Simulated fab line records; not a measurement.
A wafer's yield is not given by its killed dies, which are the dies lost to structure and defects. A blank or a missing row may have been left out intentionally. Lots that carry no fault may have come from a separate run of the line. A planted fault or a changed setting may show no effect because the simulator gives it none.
Chamber matching	flow sky130	SKY_VIA3_CMP_02 on cmp-01 has 4 sister chambers
The step polishes SiO2. 8 wafers are shown with their chamber, then 12 later ones without.

WAFERS, EACH WITH ITS CHAMBER
wafer	chamber	motor_current_A (A)	head_pressure_psi (psi)
L085.5	3	12.2	3.990
L085.6	0	12.4	4.015
L086.3	3	12.8	4.006
L090.1	2	12.7	3.996
L090.5	2	12.9	3.995
L091.4	1	10.7	3.999
L091.5	0	12.1	3.985
L091.6	1	10.8	4.001

WAFERS WHOSE CHAMBER IS MISSING
wafer	motor_current_A (A)	head_pressure_psi (psi)
L092.1	12.7	4.016
L092.3	12.2	3.989
L092.6	12.5	4.009
L093.2	11.8	3.995
L093.5	9.9	4.021
L093.6	11.8	4.012
L095.1	12.7	3.990
L095.4	12.8	4.005
L095.6	12.5	3.999
L096.2	12.1	3.994
L096.3	10.5	3.977
L096.6	12.5	4.006

CHAMBER TAKEN BY EACH
wafer	from the rows above	in truth
L092.1	can't be placed: 3 or 2 or 0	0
L092.3	can't be placed: 0 or 3 or 2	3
L092.6	can't be placed: 3 or 0 or 2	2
L093.2	can't be placed: 0 or 3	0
L093.5	1	1
L093.6	can't be placed: 0 or 3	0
L095.1	can't be placed: 2 or 3 or 0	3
L095.4	can't be placed: 2 or 3 or 0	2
L095.6	can't be placed: 3 or 0 or 2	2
L096.2	can't be placed: 0 or 3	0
L096.3	1	1
L096.6	can't be placed: 3 or 0 or 2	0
Correct placement for 2 of the 12. From these rows, 10 cannot be placed; in 10 the true chamber is one of the candidates. Number placed wrongly: 0.
How it was worked out, from the rows above alone: a wafer's distance from a chamber is the root of the sum, over the readings, of the square of ((its reading less the chamber's mean) divided by the reading's scatter). If the next closest chamber is less than 2 further off than the closest, the wafer can't be placed; otherwise it belongs to the closest. Each chamber's mean is taken over the wafers shown for it. The scatter is the square root of a quotient: the sum, over the shown wafers, of each reading's squared deviation from its chamber's mean, divided by wafers minus chambers.
